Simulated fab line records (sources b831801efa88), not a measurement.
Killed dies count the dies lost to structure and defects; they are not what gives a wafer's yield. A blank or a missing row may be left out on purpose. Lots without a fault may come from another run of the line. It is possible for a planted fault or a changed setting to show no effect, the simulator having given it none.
Split-lot experiment / flow sfqLine / 23 wafers read from 5 lots, route of 325 steps

SPLIT DETAILS
At SFQ_TRILAYER_L0_VIA_LITHO_PEB_016 (peb time 60 s), the setting pebTimeS was moved away from the recipe's 60 s on 10 of the 23 wafers read, by -4.3% to +12.8%. All remaining wafers had this setting at the recipe value.

FROM THE SPLIT TO THE READING: what the file shows between them, 1 step
- SFQ_TRILAYER_L0_VIA_LITHO_DEVELOP_015: time 60 s

THE READING
L0V.cdNm (the simulator's own value, which no gauge read), in nm, at SFQ_TRILAYER_L0_VIA_BARC_OPEN_VIA_ETCH_021 (etches BARC in O2, target depth 125 nm, time 43.58 s). There is no usual value for it anywhere in the file. The 13 wafers here that ran the recipe average 699.8 nm, standard deviation 1.4 nm.

wafer=L074.2; tool, chamber at the split=lithoTrack-03, 0; pebTimeS as run, s=65.56; against the recipe=+9.3%; L0V.cdNm, nm=710.8; against lot-mates on the recipe=+12.1
wafer=L074.3; tool, chamber at the split=lithoTrack-03, 0; pebTimeS as run, s=60; against the recipe=recipe; L0V.cdNm, nm=698.3; against lot-mates on the recipe=-
wafer=L074.4; tool, chamber at the split=lithoTrack-03, 0; pebTimeS as run, s=65.56; against the recipe=+9.3%; L0V.cdNm, nm=712.5; against lot-mates on the recipe=+13.9
wafer=L074.5; tool, chamber at the split=lithoTrack-03, 0; pebTimeS as run, s=60; against the recipe=recipe; L0V.cdNm, nm=699; against lot-mates on the recipe=-
wafer=L074.6; tool, chamber at the split=lithoTrack-03, 0; pebTimeS as run, s=65.56; against the recipe=+9.3%; L0V.cdNm, nm=712.1; against lot-mates on the recipe=+13.5
wafer=L076.1; tool, chamber at the split=lithoTrack-02, 0; pebTimeS as run, s=57.47; against the recipe=-4.2%; L0V.cdNm, nm=693.5; against lot-mates on the recipe=-5.3
wafer=L076.2; tool, chamber at the split=lithoTrack-02, 0; pebTimeS as run, s=57.47; against the recipe=-4.2%; L0V.cdNm, nm=692.3; against lot-mates on the recipe=-6.5
wafer=L076.3; tool, chamber at the split=lithoTrack-02, 0; pebTimeS as run, s=60; against the recipe=recipe; L0V.cdNm, nm=700; against lot-mates on the recipe=-
wafer=L076.4; tool, chamber at the split=lithoTrack-02, 0; pebTimeS as run, s=60; against the recipe=recipe; L0V.cdNm, nm=698.5; against lot-mates on the recipe=-
wafer=L076.6; tool, chamber at the split=lithoTrack-02, 0; pebTimeS as run, s=60; against the recipe=recipe; L0V.cdNm, nm=697.9; against lot-mates on the recipe=-
wafer=L077.2; tool, chamber at the split=lithoTrack-01, 0; pebTimeS as run, s=67.68; against the recipe=+12.8%; L0V.cdNm, nm=717.4; against lot-mates on the recipe=+16.1
wafer=L077.3; tool, chamber at the split=lithoTrack-01, 0; pebTimeS as run, s=60; against the recipe=recipe; L0V.cdNm, nm=702.2; against lot-mates on the recipe=-
wafer=L077.4; tool, chamber at the split=lithoTrack-01, 0; pebTimeS as run, s=60; against the recipe=recipe; L0V.cdNm, nm=702.3; against lot-mates on the recipe=-
wafer=L077.5; tool, chamber at the split=lithoTrack-01, 0; pebTimeS as run, s=67.68; against the recipe=+12.8%; L0V.cdNm, nm=719.6; against lot-mates on the recipe=+18.3
wafer=L077.6; tool, chamber at the split=lithoTrack-01, 0; pebTimeS as run, s=60; against the recipe=recipe; L0V.cdNm, nm=699.3; against lot-mates on the recipe=-
wafer=L079.1; tool, chamber at the split=lithoTrack-03, 0; pebTimeS as run, s=57.43; against the recipe=-4.3%; L0V.cdNm, nm=691.4; against lot-mates on the recipe=-7.8
wafer=L079.3; tool, chamber at the split=lithoTrack-03, 0; pebTimeS as run, s=60; against the recipe=recipe; L0V.cdNm, nm=700.2; against lot-mates on the recipe=-
wafer=L079.4; tool, chamber at the split=lithoTrack-03, 0; pebTimeS as run, s=60; against the recipe=recipe; L0V.cdNm, nm=698.2; against lot-mates on the recipe=-
wafer=L079.5; tool, chamber at the split=lithoTrack-03, 0; pebTimeS as run, s=57.43; against the recipe=-4.3%; L0V.cdNm, nm=693.4; against lot-mates on the recipe=-5.8
wafer=L079.6; tool, chamber at the split=lithoTrack-03, 0; pebTimeS as run, s=57.43; against the recipe=-4.3%; L0V.cdNm, nm=691.3; against lot-mates on the recipe=-7.9
wafer=L083.1; tool, chamber at the split=lithoTrack-02, 0; pebTimeS as run, s=60; against the recipe=recipe; L0V.cdNm, nm=701; against lot-mates on the recipe=-
wafer=L083.2; tool, chamber at the split=lithoTrack-02, 0; pebTimeS as run, s=60; against the recipe=recipe; L0V.cdNm, nm=700.4; against lot-mates on the recipe=-
wafer=L083.6; tool, chamber at the split=lithoTrack-02, 0; pebTimeS as run, s=60; against the recipe=recipe; L0V.cdNm, nm=700.5; against lot-mates on the recipe=-

THE FIT
A straight line over all 23 wafers: L0V.cdNm changes by +1.46 nm for each +1% of pebTimeS; r = +0.98; the points scatter about the line by 1.4 nm.
The same after taking each lot's own level away (the mean of its wafers on the recipe; 23 wafers): +1.41 nm for each +1%; r = +0.99; scatter 1 nm.
On that fit, the largest move of pebTimeS shifts the reading by 18 nm.
From 698.65 to 701.27 nm: that is the span of the lots' own levels, equal to 1.9 times the standard deviation above.
The two slopes agree, so the slope changes little with the lot-to-lot level.
Check: +18.5 nm against its lot-mates is what the line predicts for one of the wafers moved furthest among these (+12.8%) when that wafer is left out of the fit. Against them it came out at +16.1 nm.

OTHER SPLITS ON THESE WAFERS
Note: prior to the reading, these wafers also went through further splits. Each is held against what the fit with the lots' levels taken away leaves over:
other split on the same wafers=SFQ_TRILAYER_L0_LITHO_PEB_008 pebTempC; wafers away from the commonest value=10; r with L0V.cdNm (lot level and that fit taken away)=-0.25
other split on the same wafers=SFQ_TRILAYER_L0_BARC_OPEN_METAL_ETCH_010 timeS; wafers away from the commonest value=7; r with L0V.cdNm (lot level and that fit taken away)=+0.09

THE FILE'S OWN FIT
L0V.cdNm changes by +1.39 nm for each +1% of pebTimeS, r = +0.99.
